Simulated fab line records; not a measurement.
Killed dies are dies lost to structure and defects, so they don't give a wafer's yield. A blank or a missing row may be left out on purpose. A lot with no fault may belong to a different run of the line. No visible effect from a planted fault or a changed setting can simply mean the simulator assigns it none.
fab line records | flow gf180mcu | part 2 of 2: steps 25 to 34 of 34
[record] lots = 5 | wafers = 15 | last_day = 33
route steps=602 shown V3@444 M4@456 V4@476
lots untouched by any fault: they come from a run of this same line in which no faults occurred
start_h: start of the lot's first displayed wafer, in hours after the record's first day | wait_h: hours since the lot's step before | " unchanged from the row above | L1.1+2: a single row standing in for several wafers | - no value, or no start given | * or withheld: withheld | < > ~ a bound
route shown NAME@n: NAME is a module with steps in the file, n the number in the route of the first one | usual: mean/standard deviation taken from wafers without a fault | same: alike in all rows | chamber/n: place in a boat | sites: per-site readings | _std_site: the values' standard deviation | _edge_site: inner sites' mean taken away from outer sites' mean | radius_mm: how far each site lies from the wafer's centre | mask NAME#n: copy n | behind: tool/chamber where the wafer was last shaped | hold: reason for holding the lot/hours on hold/outcome of the hold | device: the transistor (n, p or np) that didn't switch | end of line: the same wafers' tests at the end of the route | a step without rows: its recipe alone | killed: dies lost to structure and defects at the first sort, not the wafer's yield | map: a wafer's dies, x killed, . not, _ none there
set.NAME: the setting as run; set.NAME@STEP: as run at that earlier step | model.NAME: the simulator's own value behind a step, which no gauge read
lots at some steps of the route; a table a step, a row a wafer
services: a tool's chamber out of use, with start hour (start_h, from the record's first day; less than 0 if before it), hours out, and reason
[[steps]]
[step GF_M4_PEB_12]
[recipe] peb_temp_c = 135 | peb_time_s = 90 | resist = KrF
[usual] plate_temp_C = 134.99/0.14
lot.wafer | tool           | chamber | start_h | wait_h | plate_temp_C
L074.1    | litho_track-02 | 0       | -       | -      | 134.92
L074.2    | "              | 0       | "       | "      | 134.73
L074.6    | "              | 0       | "       | "      | 134.90
L082.1    | litho_track-02 | 0       | -       | -      | 135.05
L082.2    | "              | 0       | "       | "      | 135.13
L082.5    | "              | 0       | "       | "      | 135.10
L084.1    | litho_track-03 | 0       | -       | -      | 134.95
L084.2    | "              | 0       | "       | "      | 134.96
L084.4    | "              | 0       | "       | "      | 134.97
L088.2    | litho_track-04 | 0       | -       | -      | 135.11
L088.4    | "              | 0       | "       | "      | 134.98
L088.5    | "              | 0       | "       | "      | 135.00
L094.1    | litho_track-02 | 0       | -       | -      | 135.27
L094.5    | "              | 0       | "       | "      | 135.15
L094.6    | "              | 0       | "       | "      | 135.17
[step GF_M4_DEVELOP_13]
[recipe] develop_time_s = 60 | dev_temp_c = 21
lot.wafer  | tool           | chamber | start_h | wait_h
L074.1+2+6 | litho_track-02 | 0       | 537.66  | 0.2
L082.1+2+5 | litho_track-02 | 0       | 607.11  | 0.2
L084.1+2+4 | litho_track-03 | 0       | 621.46  | 0.2
L088.2+4+5 | litho_track-04 | 0       | 650.45  | 0.2
L094.1+5+6 | litho_track-02 | 0       | 686.41  | 0.2
[step GF_M4_CD_MEAS_14]
[recipe] target_cd_nm = 280
[usual] cd_nm = 280.1/0.79
lot.wafer | tool      | chamber | start_h | wait_h | cd_nm
L074.1    | cd_sem-01 | -       | 537.81  | 0.1    | 279.3
L074.2    | "         | -       | "       | "      | 279.5
L074.6    | "         | -       | "       | "      | 279.4
L082.1    | cd_sem-02 | -       | 607.26  | 0.1    | 279.2
L082.2    | "         | -       | "       | "      | 280.1
L082.5    | "         | -       | "       | "      | 280.1
L084.1    | cd_sem-01 | -       | 621.61  | 0.1    | 279.5
L084.2    | "         | -       | "       | "      | 280.0
L084.4    | "         | -       | "       | "      | 279.9
L088.2    | cd_sem-02 | -       | 650.59  | 0.1    | 279.5
L088.4    | "         | -       | "       | "      | 280.0
L088.5    | "         | -       | "       | "      | 278.7
L094.1    | cd_sem-01 | -       | 686.56  | 0.1    | 280.1
L094.5    | "         | -       | "       | "      | 280.5
L094.6    | "         | -       | "       | "      | 280.7
[step GF_M4_OVL_MEAS_15]
[usual] M4_OVL = 2/5.5
lot.wafer | tool       | chamber | start_h | wait_h | M4_OVL[nm]
L074.1    | overlay-01 | -       | 537.93  | 0.1    | 1
L074.2    | "          | -       | "       | "      | 3
L074.6    | "          | -       | "       | "      | -4
L082.1    | overlay-02 | -       | 607.38  | 0.1    | 19
L082.2    | "          | -       | "       | "      | 9
L082.5    | "          | -       | "       | "      | 12
L084.1    | overlay-02 | -       | 621.73  | 0.1    | 7
L084.2    | "          | -       | "       | "      | 12
L084.4    | "          | -       | "       | "      | 7
L088.2    | overlay-01 | -       | 650.70  | 0.1    | 8
L088.4    | "          | -       | "       | "      | 8
L088.5    | "          | -       | "       | "      | 7
L094.1    | overlay-01 | -       | 686.68  | 0.1    | 9
L094.5    | "          | -       | "       | "      | 1
L094.6    | "          | -       | "       | "      | 4
[step GF_M4_METAL_ETCH_16]
[recipe] chemistry = Cl2/BCl3 | mask_material = KrF | target_depth_nm = 750.8 | stop_on = SiO2 | pressure_mtorr = 8 | icp_w = 800 | bias_w = 140 | Cl2_flow_sccm = 80 | bcl3_flow_sccm = 40 | time_s = 125.1
[usual] bcl3_flow_sccm = 39.99/0.11 | drypump_motor_current_A = 5.8/0.55 | oes_product_au = 0.991/0.0071 | throttle_valve_pct = 28.228/0.0099
lot.wafer | tool         | chamber | start_h | wait_h | bcl3_flow_sccm | drypump_motor_current_A | oes_product_au | rf_hours_counter_h | throttle_valve_pct
L074.1    | rie_metal-03 | 0       | 537.97  | 0.0    | 39.99          | 6.8                     | 0.989          | 11                 | 28.221
L074.2    | "            | 1       | "       | "      | 39.92          | 5.6                     | 0.988          | 8                  | 28.234
L074.6    | "            | 0       | "       | "      | 39.92          | 6.8                     | 0.995          | -                  | 28.216
L082.1    | rie_metal-04 | 1       | 607.42  | 0.0    | 39.99          | 6.0                     | 1.000          | 13                 | 28.221
L082.2    | "            | 1       | "       | "      | 39.96          | 6.0                     | 0.999          | -                  | 28.230
L082.5    | "            | 1       | "       | "      | 40.02          | 6.0                     | 0.995          | -                  | 28.228
L084.1    | rie_metal-03 | 0       | 621.77  | 0.0    | 39.91          | 6.8                     | 0.994          | 14                 | 28.221
L084.2    | "            | 1       | "       | "      | 39.86          | 5.7                     | 0.989          | 10                 | 28.235
L084.4    | "            | 1       | "       | "      | 39.89          | 5.7                     | 0.982          | -                  | 28.214
L088.2    | rie_metal-04 | 0       | 650.77  | 0.1    | 40.00          | 4.8                     | 0.984          | -                  | 28.226
L088.4    | "            | 0       | "       | "      | 40.02          | 4.8                     | 0.994          | -                  | 28.225
L088.5    | "            | 0       | "       | "      | 40.04          | 4.8                     | 0.997          | -                  | 28.218
L094.1    | rie_metal-03 | 0       | 686.72  | 0.0    | 40.12          | 6.7                     | 0.999          | 1                  | 28.222
L094.5    | "            | 0       | "       | "      | 39.80          | 6.7                     | 0.997          | -                  | 28.226
L094.6    | "            | 0       | "       | "      | 39.98          | 6.7                     | 0.998          | -                  | 28.230
[step GF_M4_STRIP_17]
[recipe] chemistry = O2/N2 | power_w = 1400 | pressure_mtorr = 1500 | platen_temp_c = 250 | o2_flow_sccm = 3000 | n2_flow_sccm = 300 | overash_fraction = 0.5
[usual] drypump_motor_current_A = 6.0/0.31 | heater_power_w = 315/23 | oes_product_au = 0.538/0.0056 | strip_time_to_endpoint_s = 7.39/0.059
[same] overash_fraction = 0.5
lot.wafer | tool            | chamber | start_h | wait_h | drypump_motor_current_A | heater_power_w | oes_product_au | rf_hours_counter_h | strip_time_to_endpoint_s
L074.1    | plasma_asher-03 | 1       | 538.10  | 0.1    | 6.0                     | 347            | 0.536          | 76                 | 7.34
L074.2    | "               | 0       | "       | "      | 6.3                     | 297            | 0.537          | 76                 | 7.39
L074.6    | "               | 1       | "       | "      | 6.0                     | 340            | 0.532          | -                  | 7.28
L082.1    | plasma_asher-02 | 1       | 607.67  | 0.2    | 5.6                     | 297            | 0.540          | 93                 | 7.31
L082.2    | "               | 0       | "       | "      | 5.6                     | 300            | 0.539          | 93                 | 7.34
L082.5    | "               | 1       | "       | "      | 5.6                     | 308            | 0.534          | -                  | 7.33
L084.1    | plasma_asher-02 | 1       | 621.90  | 0.1    | 5.6                     | 314            | 0.535          | 95                 | 7.38
L084.2    | "               | 0       | "       | "      | 5.6                     | 305            | 0.538          | 95                 | 7.41
L084.4    | "               | 0       | "       | "      | 5.6                     | 306            | 0.542          | -                  | 7.43
L088.2    | plasma_asher-01 | 0       | 650.99  | 0.2    | 6.4                     | 289            | 0.536          | 59                 | 7.37
L088.4    | "               | 1       | "       | "      | 6.0                     | 347            | 0.529          | -                  | 7.38
L088.5    | "               | 0       | "       | "      | 6.4                     | 292            | 0.543          | -                  | 7.42
L094.1    | plasma_asher-02 | 1       | 686.97  | 0.2    | 5.6                     | 310            | 0.545          | 102                | 7.35
L094.5    | "               | 1       | "       | "      | 5.6                     | 309            | 0.533          | -                  | 7.36
L094.6    | "               | 0       | "       | "      | 5.6                     | 310            | 0.535          | -                  | 7.37
[step GF_M4_STRIP_18]
[recipe] chemistry = post_etch_residue_remover | time_s = 1200 | temp_c = 72.5
lot.wafer  | tool         | chamber | start_h | wait_h
L074.1+2+6 | wet_bench-03 | 3       | 538.20  | 0.1
L082.1+2+5 | wet_bench-01 | 1       | 607.77  | 0.1
L084.1+2+4 | wet_bench-03 | 3       | 622.00  | 0.1
L088.2+4+5 | wet_bench-01 | 1       | 651.09  | 0.1
L094.1+5+6 | wet_bench-04 | 3       | 687.07  | 0.1
[step GF_M4_CLEAN_19]
[recipe] chemistry = DIW | dry = n2_spin
lot.wafer  | tool         | chamber | start_h | wait_h
L074.1+2+6 | wet_bench-04 | 1       | 538.54  | 0.0
L082.1+2+5 | wet_bench-03 | 1       | 608.12  | 0.0
L084.1+2+4 | wet_bench-04 | 0       | 622.37  | 0.0
L088.2+4+5 | wet_bench-04 | 1       | 651.49  | 0.0
L094.1+5+6 | wet_bench-01 | 1       | 687.45  | 0.0
[step GF_V4_CVD_00]
[recipe] material = SiO2 | target_thk_nm = 600 | sigma_open_frac = 0.3 | temp_c = 400 | time_s = 100 | sih4_flow_sccm = 60 | pressure_mtorr = 6
[usual] pressure_mtorr = 5.999/0.013
lot.wafer | tool      | chamber | start_h | wait_h | pressure_mtorr
L074.1    | hdpcvd-02 | 1       | 538.64  | 0.0    | 6.008
L074.2    | "         | 2       | "       | "      | 5.982
L074.6    | "         | 2       | "       | "      | 6.000
L082.1    | hdpcvd-01 | 2       | 608.21  | 0.0    | 6.007
L082.2    | "         | 1       | "       | "      | 5.984
L082.5    | "         | 0       | "       | "      | 5.989
L084.1    | hdpcvd-01 | 0       | 622.46  | 0.0    | 5.998
L084.2    | "         | 1       | "       | "      | 5.986
L084.4    | "         | 2       | "       | "      | 6.003
L088.2    | hdpcvd-02 | 2       | 651.59  | 0.0    | 6.002
L088.4    | "         | 0       | "       | "      | 6.001
L088.5    | "         | 1       | "       | "      | 6.016
L094.1    | hdpcvd-01 | 2       | 687.54  | 0.0    | 6.002
L094.5    | "         | 2       | "       | "      | 5.994
L094.6    | "         | 1       | "       | "      | 5.980
[step GF_V4_THK_MEAS_01]
[recipe] reads = SiO2_of_V4_CVD_00
[usual] V4_CVD_00_THK = 598/7.1
lot.wafer | tool          | chamber | start_h | wait_h | V4_CVD_00_THK[nm]
L074.1    | film_metro-01 | -       | 538.71  | 0.0    | 606
L074.2    | "             | -       | "       | "      | 601
L074.6    | "             | -       | "       | "      | 601
L082.1    | film_metro-02 | -       | 608.28  | 0.0    | 598
L082.2    | "             | -       | "       | "      | 592
L082.5    | "             | -       | "       | "      | 599
L084.1    | film_metro-02 | -       | 622.53  | 0.0    | 584
L084.2    | "             | -       | "       | "      | 583
L084.4    | "             | -       | "       | "      | 589
L088.2    | film_metro-01 | -       | 651.67  | 0.0    | 600
L088.4    | "             | -       | "       | "      | 602
L088.5    | "             | -       | "       | "      | 604
L094.1    | film_metro-02 | -       | 687.61  | 0.0    | 598
L094.5    | "             | -       | "       | "      | 600
L094.6    | "             | -       | "       | "      | 598
[[services]]
tool           | chamber | start_h | hours | kind
krf_scanner-01 | -       | 496.67  | 0.5   | repair
rie_diel-02    | 3       | 503.04  | 10.5  | repair
cvd_w-02       | -       | 508.88  | 6.0   | pm
wet_bench-04   | -       | 510.95  | 0.5   | repair
rie_diel-02    | 2       | 513.09  | 15.1  | repair
cmp-02         | -       | 513.63  | 0.5   | repair
rie_diel-02    | 3       | 521.32  | 3.3   | repair
pvd_sputter-02 | -       | 522.56  | 5.2   | repair
wet_bench-04   | -       | 529.38  | 8.7   | repair
krf_scanner-01 | -       | 538.30  | 1.0   | pm
pvd_sputter-04 | -       | 541.07  | 0.5   | repair
krf_scanner-01 | -       | 546.54  | 3.6   | pm
rie_diel-02    | 2       | 551.49  | 13.1  | repair
rie_diel-02    | -       | 554.10  | 0.4   | repair
rie_diel-02    | 1       | 558.39  | 6.2   | repair
wet_bench-01   | -       | 560.69  | 5.7   | repair
rie_diel-02    | 1       | 625.77  | 14.8  | repair
krf_scanner-01 | -       | 635.90  | 1.3   | pm
krf_scanner-01 | -       | 654.24  | 0.8   | pm
rie_diel-02    | -       | 654.59  | 0.5   | repair
pvd_sputter-04 | -       | 656.80  | 3.9   | repair
rie_diel-02    | -       | 657.52  | 1.7   | repair
wet_bench-01   | -       | 659.20  | 4.6   | repair
pvd_sputter-04 | -       | 681.88  | 2.1   | repair
